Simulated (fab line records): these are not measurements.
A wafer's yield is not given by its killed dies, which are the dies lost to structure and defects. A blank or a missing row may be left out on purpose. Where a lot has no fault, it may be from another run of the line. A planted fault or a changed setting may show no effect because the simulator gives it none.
A lot that was struck, set against a sound lot	flow sky130	43 out of 708 route steps
Sound: wafers L896.1, L896.5, L896.6. The struck wafers were L905.2, L905.3, L905.5. The cause is given at the end.
Order at every step that has rows: each side's tool, ch and its chambers, its first start. Under that, the readings that differ: sound wafers	struck wafers	difference of the means	sigmas: that difference in standard deviations of wafers without a fault.
alike: words and numbers the same on both sides, and readings whose means are apart by under 2 such deviations; not compared: readings that were withheld, readings missing a value for some wafer, numbers with overlapping values and no deviation given by the record, and bounds like >300 which may hide the same value.
The two part at a step that has a row with sigmas, a row that says differs or no value, or rows on one side only. Non-overlapping numbers with no deviation appear without sigmas and do not part them. Lack of a reading on every wafer of one side parts them only where that side has two or more wafers.

SKY_GATE_OXIDE_TW_MEAS_14:
  sound on film metro-02 at day 14 17:30; struck on film metro-01 at day 17 21:25
  alike: GATE_OXIDE_TW
then, 3 steps without rows for these wafers: SKY_GATE_OXIDE_CLEAN_15 (cleans in SC1/SC2, time 150 s); SKY_GATE_OXIDE_OXIDATION_16 (stabilise 600 s, purge 300 s, target thk 3.57 nm); SKY_POLY_GATE_CVD_00 (deposits poly-Si, target thk 180 nm, time 720 s).
SKY_POLY_GATE_THK_MEAS_01:
  sound on film metro-04 at day 14 20:20; struck on film metro-03 at day 18 00:15
  alike: POLY_GATE_CVD_00_THK
then, 7 steps without rows for these wafers: SKY_RES_PROTECT_DEHYDRATE_00 (time 60 s); SKY_RES_PROTECT_HMDS_01 (prime time 60 s); SKY_RES_PROTECT_COAT_02 (resist thk 1140 nm); SKY_RES_PROTECT_SOFTBAKE_03 (time 60 s); SKY_RES_PROTECT_EXPOSE_04 (exposes mask RPM, target cd 1270 nm); SKY_RES_PROTECT_PEB_05; SKY_RES_PROTECT_DEVELOP_06 (develop time 60 s).
SKY_POLY_GATE_IMPLANT_02:
  sound on implanter-03 ch 0, day 15 23:32; struck on implanter-03 ch 0, day 19 06:56
  alike: faraday current uA
SKY_RES_PROTECT_STRIP_07: strips in O2/N2.
  sound on plasma asher-04 ch 0,1, day 15 23:41; struck on plasma asher-04 ch 0, day 19 07:04
  alike: drypump motor current A, oes product au, strip time to endpoint s
  not compared: rf hours counter h
SKY_RES_PROTECT_TW_MEAS_08:
  sound on film metro-03 at day 15 23:47; struck on film metro-03 at day 19 07:10
  alike: POLY_GATE_TW
then, 2 steps without rows for these wafers: SKY_RES_PROTECT_CLEAN_09 (cleans in SC1/SC2, time 150 s); SKY_POLY_GATE_CVD_03 (deposits Si3N4 from DCS/NH3, target thk 75 nm, time 1290 s).
SKY_POLY_GATE_THK_MEAS_04:
  sound on film metro-02 at day 16 01:15; struck on film metro-02 at day 19 09:39
  alike: POLY_GATE_CVD_03_THK
then, 8 steps without rows for these wafers: SKY_POLY_GATE_DEHYDRATE_05 (time 60 s); SKY_POLY_GATE_HMDS_06 (prime time 60 s); SKY_POLY_GATE_COAT_07 (resist thk 110 nm); SKY_POLY_GATE_COAT_08 (resist thk 450 nm); SKY_POLY_GATE_SOFTBAKE_09 (time 90 s); SKY_POLY_GATE_EXPOSE_10 (exposes mask P1M, target cd 150 nm); SKY_POLY_GATE_PEB_11; SKY_POLY_GATE_DEVELOP_12 (develop time 60 s).
SKY_POLY_GATE_CD_MEAS_13: target cd 150 nm.
  sound on cd sem-01 at day 17 05:08; struck on cd sem-01 at day 20 16:29
  alike: cd nm
SKY_POLY_GATE_OVL_MEAS_14:
  sound on overlay-02 at day 17 05:16; struck on overlay-02 at day 20 16:36
  alike: POLY_GATE_OVL
SKY_POLY_GATE_ETCH_15: etches BARC in N2/H2, stops on SiO2, time 118.5 s, target depth 110 nm.
  sound on rie diel-03 ch 0,1,3, day 17 05:17; struck on rie diel-03 ch 0,3, day 20 16:38
  alike: drypump motor current A, oes product au, throttle valve pct
  not compared: rf hours counter h
SKY_POLY_GATE_ETCH_16: etches Si3N4 in CH3F/O2, stops on poly-Si, time 147.5 s, target depth 75 nm.
  sound on rie diel-03 ch 0,1,3, day 17 05:22; struck on rie diel-03 ch 0,3, day 20 16:43
  alike: drypump motor current A, oes product au, throttle valve pct
  not compared: rf hours counter h
SKY_POLY_GATE_ETCH_17: etches poly-Si in HBr/Cl2, stops on SiO2, target depth 180 nm, time 70.5 s.
  sound on rie si-02 ch 0,2,3, day 17 05:28; struck on rie si-02 ch 0,1, day 20 16:49
  alike: drypump motor current A, he backside leak sccm, oes product au, throttle valve pct
  not compared: rf hours counter h
SKY_POLY_GATE_STRIP_18: strips in O2/N2.
  sound on plasma asher-02 ch 0,1, day 17 05:32; struck on plasma asher-02 ch 0,1, day 20 16:52
reading	sound	struck	difference	sigmas
oes product au (a.u.)	0.357 0.348 0.355	0.366 0.364 0.365	+0.012	+2
  alike: drypump motor current A, strip time to endpoint s
  not compared: rf hours counter h
then, 2 steps without rows for these wafers: SKY_POLY_GATE_CLEAN_19 (cleans in SC1/SC2, time 150 s); SKY_POLY_GATE_OXIDATION_20 (stabilise 600 s, purge 300 s, target thk 4 nm).
SKY_POLY_GATE_THK_MEAS_21:
  sound on film metro-03 at day 17 06:59; struck on film metro-03 at day 20 18:17
  alike: POLY_GATE_OXIDATION_THK
SKY_POLY_GATE_CD_MEAS_22:
  sound on cd sem-01 at day 17 07:03; struck on cd sem-02 at day 20 18:22
  alike: cd nm
then, 6 steps without rows for these wafers: SKY_LDD_N_DEHYDRATE_00 (time 60 s); SKY_LDD_N_HMDS_01 (prime time 60 s); SKY_LDD_N_COAT_02 (resist thk 300 nm); SKY_LDD_N_SOFTBAKE_03 (time 60 s); SKY_LDD_N_EXPOSE_04 (exposes mask NTM, target cd 840 nm); SKY_LDD_N_PEB_05.
-- record jumps: 28 days separate the struck wafers' starts on either side; left off in module LDD_N, taken up again in module PAD_OPEN, whose first shown step is the route's number 708 --
SKY_PAD_OPEN_PROBE_99:
  sound on prober-01 at day 46 05:09; struck on prober-02 at day 48 12:42
reading	sound	struck	difference	sigmas
killed at front end	19 13 12	19 26 29	+10	+2
model.etest.res poly.rs ohm sq rim less centre	0.1416 -0.0876 0.316	-3.843 -3.122 -3.833	-3.723	
model.etest.res poly.rs ohm sq range	0.7906 0.6464 0.6355	4.622 3.818 4.513	+3.627	
  alike: killed_at_M0_to_M3, killed_at_M4_up, killed at contacts, killed at other, killed dies, killed open, killed short

## WHERE THEY PART
First at SKY_POLY_GATE_STRIP_18; last, within this record, at SKY_PAD_OPEN_PROBE_99.

WHY: what had been put in by the simulator
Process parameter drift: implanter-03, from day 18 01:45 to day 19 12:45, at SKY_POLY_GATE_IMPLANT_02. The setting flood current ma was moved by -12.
